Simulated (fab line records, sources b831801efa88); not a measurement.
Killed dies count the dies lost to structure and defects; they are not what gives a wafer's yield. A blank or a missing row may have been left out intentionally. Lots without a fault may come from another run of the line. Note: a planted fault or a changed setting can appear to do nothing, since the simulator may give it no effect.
A lot that was struck, set against a sound lot + flow sky130 + 14 out of 708 route steps
Sound: the wafers L405.1, L405.5, L405.6. Wafers L411.3, L411.4, L411.6 were the ones struck. Last of all comes the cause.
Order at every step that has rows: each side's tool, ch and its chambers, its first start. Under that, the readings that differ: sound wafers + struck wafers + difference of the means + sigmas: that difference in standard deviations of wafers without a fault.
alike: readings whose means differ by less than 2 such deviations, and words and numbers that are the same on both sides. not compared: withheld readings, readings that some wafer has no value for, bounds like >300 that may hide the same value, and numbers for which the record gives no deviation and whose values overlap.
A row with sigmas, a row that says differs or no value, or rows on one side alone: a step with any of these is where the two part. Non-overlapping numbers with no deviation appear without sigmas and do not part them. A reading that every wafer of one side lacks parts them only if that side has two wafers or more.

SKY_CONTACT_STRIP_19: strips in O2/N2.
  sound on plasma-asher-03 ch 0,1, day 34 00:39; struck on plasma-asher-04 ch 0,1, day 35 12:19
  alike: drypump-motor-current-A, n2-flow-sccm, oes-product-au, strip-time-to-endpoint-s
  not compared: rf-hours-counter-h
then, 3 steps without rows for these wafers: SKY_CONTACT_STRIP_20 (strips in post etch residue remover, time 1200 s); SKY_CONTACT_CLEAN_21 (cleans in IPA, time 180 s); SKY_CONTACT_CLEAN_22 (cleans in O3/DIW).
SKY_CONTACT_SPUTTER_23: material TiN, target thk 20 nm, time 80 s.
  sound on pvd-sputter-01 at day 34 01:15; struck on pvd-sputter-04 at day 35 12:53
  alike: cathode-dc-power-W, chamber-pressure-pa, throttle-valve-pct
SKY_CONTACT_CVD_24: deposits W, target thk 340 nm, time 102.12 s.
  sound on cvd-w-01 ch 0,1, day 34 01:19; struck on cvd-w-01 ch 0,1, day 35 12:59
  alike: heater-power-w
SKY_CONTACT_RS_MEAS_25: measurement is done with a four-point probe.
  sound on film-metro-02 at day 34 01:25; struck on film-metro-04 at day 35 13:05
  alike: CONTACT_W_RS
SKY_CONTACT_THK_MEAS_26: measures by xrf.
  sound on film-metro-02 at day 34 01:32; struck on film-metro-04 at day 35 13:11
  alike: CONTACT_W_THK
then, 1 step without rows for these wafers: SKY_CONTACT_CMP_27 (polishes, stops on SiO2, t overpolish 15 s, target thk 0 nm).
SKY_METAL1_SPUTTER_00: material Ti, target thk 15 nm, time 10 s.
  sound on pvd-sputter-03 at day 34 01:54; struck on pvd-sputter-02 at day 35 13:32
  alike: cathode-dc-power-W, chamber-pressure-pa, throttle-valve-pct
SKY_METAL1_SPUTTER_01: material TiN, target thk 20 nm, time 16.7 s.
  sound on pvd-sputter-03 at day 34 01:55; struck on pvd-sputter-02 at day 35 13:34
  alike: cathode-dc-power-W, chamber-pressure-pa, throttle-valve-pct
then, 1 step without rows for these wafers: SKY_METAL1_SPUTTER_02 (material AlCu, target thk 250 nm, time 13.3 s).
SKY_METAL1_SPUTTER_03: material Ti, target thk 5 nm, time 3.3 s.
  sound on pvd-sputter-03 at day 34 01:58; struck on pvd-sputter-02 at day 35 13:37
  no value came back on the struck wafers for cathode-dc-power-W (W), chamber-pressure-pa (Pa), throttle-valve-pct (%); on the sound wafers cathode-dc-power-W (W) reads 2999.9 2999.8 2999.8
then, 1 step without rows for these wafers: SKY_METAL1_SPUTTER_04 (material TiN, target thk 70 nm, time 58.3 s).

== WHERE THEY PART ==
At SKY_METAL1_SPUTTER_03 and nowhere else, as far as this record goes.

WHY: what the simulator had put in
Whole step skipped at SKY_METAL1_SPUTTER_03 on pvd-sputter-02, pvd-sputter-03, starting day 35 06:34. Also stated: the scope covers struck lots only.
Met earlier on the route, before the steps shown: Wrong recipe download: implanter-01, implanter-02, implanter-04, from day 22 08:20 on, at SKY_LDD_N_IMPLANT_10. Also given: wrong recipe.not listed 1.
